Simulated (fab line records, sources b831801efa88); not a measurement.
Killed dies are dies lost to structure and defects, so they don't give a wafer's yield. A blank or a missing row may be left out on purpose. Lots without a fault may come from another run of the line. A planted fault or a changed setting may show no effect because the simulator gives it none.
A struck lot beside a sound one | flow sfq_line | 42 steps out of a route of 325
Sound: wafers L618.1, L618.2, L618.6. Struck: wafers L624.1, L624.2, L624.6. The cause comes at the end.
At each step with rows: each side's tool, then ch and its chambers, then its first start. Under that, the readings that differ: sound wafers | struck wafers | difference of the means | sigmas: that difference in standard deviations of wafers without a fault.
alike: readings whose means differ by less than 2 such deviations, and words and numbers that are the same on both sides. not compared: withheld readings, readings that some wafer has no value for, bounds like >300 that may hide the same value, and numbers for which the record gives no deviation and whose values overlap.
The two part at a step that has a row with sigmas, a row that says differs or no value, or rows on one side only. Numbers that don't overlap but have no deviation are shown without sigmas and don't part them. A reading that every wafer of one side lacks parts them only if that side has two wafers or more.

SFQ_M0_OVL_MEAS_906:
  sound on overlay-01, day 17 23:01; struck on overlay-02, day 20 14:52
  alike: M0_OVL
then, 1 step without rows for these wafers: SFQ_TRILAYER_M0_BARC_OPEN_METAL_ETCH_031 (etches BARC in O2, target depth 125 nm, time 41.7 s).
SFQ_TRILAYER_M0_ETCH_METAL_ETCH_024: etches Nb in Cl2/Ar, stops on SiO2, target depth 240 nm, time 120 s.
  sound on rie_metal-02 ch 0,1, day 17 23:07; struck on rie_metal-04 ch 0,1, day 20 14:58
  reading               | sound             | struck            | difference | sigmas
  oes_product_au (a.u.) | 0.885 0.881 0.887 | 0.902 0.906 0.902 | +0.019     | +3
  alike: drypump_motor_current_A
  not compared: rf_hours_counter_h
SFQ_TRILAYER_M0_STRIP_STRIP_025: strips in O2.
  sound on rie_metal-02 ch 0,1, day 17 23:14; struck on rie_metal-04 ch 0,1, day 20 15:05
  alike: drypump_motor_current_A, oes_product_au
  not compared: rf_hours_counter_h
then, 3 steps without rows for these wafers: SFQ_TRILAYER_M0_STRIP_SOLV_CLEAN_026 (cleans in NMP, time 600 s); SFQ_TRILAYER_I0_DEP_PECVD_027 (deposits SiO2 from SiH4/N2O, time 111.11 s, target thk 500 nm); SFQ_TRILAYER_I0_CMP_CMP_028 (polishes SiO2).
SFQ_I0_BOW_MEAS_907:
  sound on film_metro-04, day 18 07:07; struck on film_metro-02, day 21 10:07
  alike: I0_BOW
then, 4 steps without rows for these wafers: SFQ_TRILAYER_I0_METRO_MEASURE_029; SFQ_TRILAYER_I0_VIA_LITHO_COAT_036 (resist thk 62 nm); SFQ_TRILAYER_I0_VIA_LITHO_COAT_031 (resist thk 650 nm); SFQ_TRILAYER_I0_VIA_LITHO_SOFTBAKE_035.
-- the record jumps here: 7 days lie between the struck wafers' starts before and after --
SFQ_TRILAYER_I0_VIA_LITHO_EXPOSE_032: exposes mask I0, target cd 500 nm.
  sound on krf_scanner-01 ch 0, day 24 20:13; struck on krf_scanner-02 ch 0, day 28 00:50
  reading                    | sound             | struck            | difference | sigmas
  model.I0.overlay_x_nm (nm) | 6.795 6.795 6.795 | 63.29 63.29 63.29 | +56.49     |
  alike: mask, exposure_dose_mJ_cm2, focus_offset_nm
then, 2 steps without rows for these wafers: SFQ_TRILAYER_I0_VIA_LITHO_PEB_034 (peb time 60 s); SFQ_TRILAYER_I0_VIA_LITHO_DEVELOP_033 (time 60 s).
SFQ_I0_OVL_MEAS_908:
  sound on overlay-02, day 24 21:43; struck on overlay-01, day 28 02:20
  reading     | sound   | struck   | difference | sigmas
  I0_OVL (nm) | 11 -5 1 | 69 69 67 | +66        | +12
then, 2 steps without rows for these wafers: SFQ_TRILAYER_I0_VIA_BARC_OPEN_VIA_ETCH_046 (etches BARC in O2, target depth 125 nm, time 41.7 s); SFQ_TRILAYER_I0_VIA_ETCH_VIA_ETCH_034 (etches SiO2 in CHF3, stops on Nb, target depth 260 nm).
SFQ_TRILAYER_I0_VIA_STRIP_STRIP_035: strips in O2.
  sound on rie_metal-04 ch 0,1, day 24 21:55; struck on rie_metal-04 ch 0,1, day 28 02:31
  alike: drypump_motor_current_A, oes_product_au
  not compared: rf_hours_counter_h
then, 3 steps without rows for these wafers: SFQ_TRILAYER_I0_VIA_STRIP_SOLV_CLEAN_036 (cleans in NMP, time 600 s); SFQ_TRILAYER_M1_DEP_PRE_CLEAN_038 (time 22.5 s); SFQ_TRILAYER_M1_DEP_SPUTTER_037 (material Nb, target thk 200 nm, time 133.3 s).
SFQ_M1_RS_MEAS_909: measures by four-point-probe.
  sound on film_metro-01, day 24 22:48; struck on film_metro-03, day 28 03:25
  alike: M1_NB_RS
then, 6 steps without rows for these wafers: SFQ_TRILAYER_M1_LITHO_COAT_044 (resist thk 62 nm); SFQ_TRILAYER_M1_LITHO_COAT_039 (resist thk 600 nm); SFQ_TRILAYER_M1_LITHO_SOFTBAKE_043; SFQ_TRILAYER_M1_LITHO_EXPOSE_040 (exposes mask M1, target cd 500 nm); SFQ_TRILAYER_M1_LITHO_PEB_042 (peb time 60 s); SFQ_TRILAYER_M1_LITHO_DEVELOP_041 (time 60 s).
-- the record jumps here: 7 days lie between the struck wafers' starts before and after --
SFQ_M1_OVL_MEAS_911:
  sound on overlay-01, day 31 16:08; struck on overlay-01, day 34 16:16
  alike: M1_OVL
then, 2 steps without rows for these wafers: SFQ_TRILAYER_M1_BARC_OPEN_METAL_ETCH_054 (etches BARC in O2, target depth 125 nm, time 41.7 s); SFQ_TRILAYER_M1_ETCH_METAL_ETCH_042 (etches Nb in Cl2/Ar, stops on SiO2, target depth 240 nm, time 120 s).
SFQ_TRILAYER_M1_STRIP_STRIP_043: strips in O2.
  sound on rie_metal-03 ch 0,1, day 31 16:22; struck on rie_metal-01 ch 0,1, day 34 16:29
  alike: drypump_motor_current_A, oes_product_au
  not compared: rf_hours_counter_h
then, 2 steps without rows for these wafers: SFQ_TRILAYER_M1_STRIP_SOLV_CLEAN_044 (cleans in NMP, time 600 s); SFQ_TRILAYER_I1_DEP_PECVD_045 (deposits SiO2 from SiH4/N2O, time 111.11 s, target thk 500 nm).
SFQ_TRILAYER_I1_CMP_CMP_046: polishes SiO2.
  sound on cmp-01 ch 1,2, day 31 17:43; struck on cmp-01 ch 0,1,2, day 34 19:29
  alike: motor_current_A, time_to_endpoint_s
SFQ_I1_BOW_MEAS_912:
  sound on film_metro-04, day 31 20:13; struck on film_metro-01, day 34 21:59
  alike: I1_BOW
then, 4 steps without rows for these wafers: SFQ_TRILAYER_I1_METRO_MEASURE_047; SFQ_TRILAYER_I1_VIA_LITHO_COAT_054 (resist thk 62 nm); SFQ_TRILAYER_I1_VIA_LITHO_COAT_049 (resist thk 650 nm); SFQ_TRILAYER_I1_VIA_LITHO_SOFTBAKE_053.
-- the record jumps here: 61 days lie between the struck wafers' starts before and after --
SFQ_M8_BOW_MEAS_951:
  sound on film_metro-04, day 93 03:51; struck on film_metro-02, day 95 10:12
  alike: M8_BOW
  not compared: model.etest.i0.link_ohm

WHERE THEY PART
First at SFQ_TRILAYER_M0_ETCH_METAL_ETCH_024; last, within this record, at SFQ_I0_OVL_MEAS_908. Later steps at which nothing parts them and some readings are alike: SFQ_TRILAYER_I0_VIA_STRIP_STRIP_035, SFQ_M1_RS_MEAS_909, SFQ_M1_OVL_MEAS_911, SFQ_TRILAYER_M1_STRIP_STRIP_043, SFQ_TRILAYER_I1_CMP_CMP_046, SFQ_I1_BOW_MEAS_912, SFQ_M8_BOW_MEAS_951.

WHY: what the simulator had put in
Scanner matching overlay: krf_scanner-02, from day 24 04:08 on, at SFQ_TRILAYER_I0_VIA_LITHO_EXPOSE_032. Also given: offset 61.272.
